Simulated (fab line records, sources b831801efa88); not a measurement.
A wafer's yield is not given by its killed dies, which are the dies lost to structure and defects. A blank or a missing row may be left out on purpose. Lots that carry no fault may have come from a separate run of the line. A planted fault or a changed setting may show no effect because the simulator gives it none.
Which tool is to blame? / flow sky130 / at 1 step of a route of 708, 12 lots with 36 wafers sampled

## WHAT THE GAUGES SHOWED, per wafer
SKY_VT_ADJUST_HVTR_CD_MEAS_07 targets a cd of 380 nm.
lot=L075; measured=day 9 19:47; on=cd_sem-02; cd_nm (nm)=378.9 381.2 377.0
lot=L077; measured=day 10 07:04; on=cd_sem-01; cd_nm (nm)=374.9 378.0 378.5
lot=L078; measured=day 10 21:57; on=cd_sem-02; cd_nm (nm)=379.5 377.8 379.1
lot=L081; measured=day 11 15:41; on=cd_sem-02; cd_nm (nm)=382.5 380.7 381.3
lot=L083; measured=day 12 07:38; on=cd_sem-02; cd_nm (nm)=380.4 378.6 379.5
lot=L085; measured=day 13 09:30; on=cd_sem-01; cd_nm (nm)=384.2 381.3 383.4
lot=L087; measured=day 13 13:00; on=cd_sem-02; cd_nm (nm)=380.6 378.5 382.3
lot=L089; measured=day 14 04:50; on=cd_sem-02; cd_nm (nm)=377.8 379.2 376.4
lot=L091; measured=day 14 17:24; on=cd_sem-02; cd_nm (nm)=377.1 378.1 376.4
lot=L093; measured=day 15 06:29; on=cd_sem-02; cd_nm (nm)=380.0 379.5 380.1
lot=L095; measured=day 16 00:02; on=cd_sem-02; cd_nm (nm)=384.1 386.0 381.9
lot=L097; measured=day 16 11:35; on=cd_sem-02; cd_nm (nm)=380.6 381.3 381.0

## EACH LOT AND THE TOOL THAT RAN IT (in order: tool; ch and the chambers of the sampled wafers; start)
The record shows no process step preceding these readings.

## THE ANSWER, worked out from the rows above alone
Rule: what is usual is taken from the lots themselves. Put in order of their means at a reading, lots are off if they are a third of the lots or fewer, leave a main group of 4 or more, and stand apart from it by a gap of 3 or more times the standard deviation of the main group's means; of several such gaps the widest counts. If all means in a main group match to the digits the tables above print for the reading, that group is not used. Also off: a lot with no number at a reading for which 4 or more lots have one. The other lots that the step has rows for count as sound.
Across all readings shown, no lot is off: no conclusion can be drawn from this.

## WHAT THE SIMULATOR HAD INSERTED
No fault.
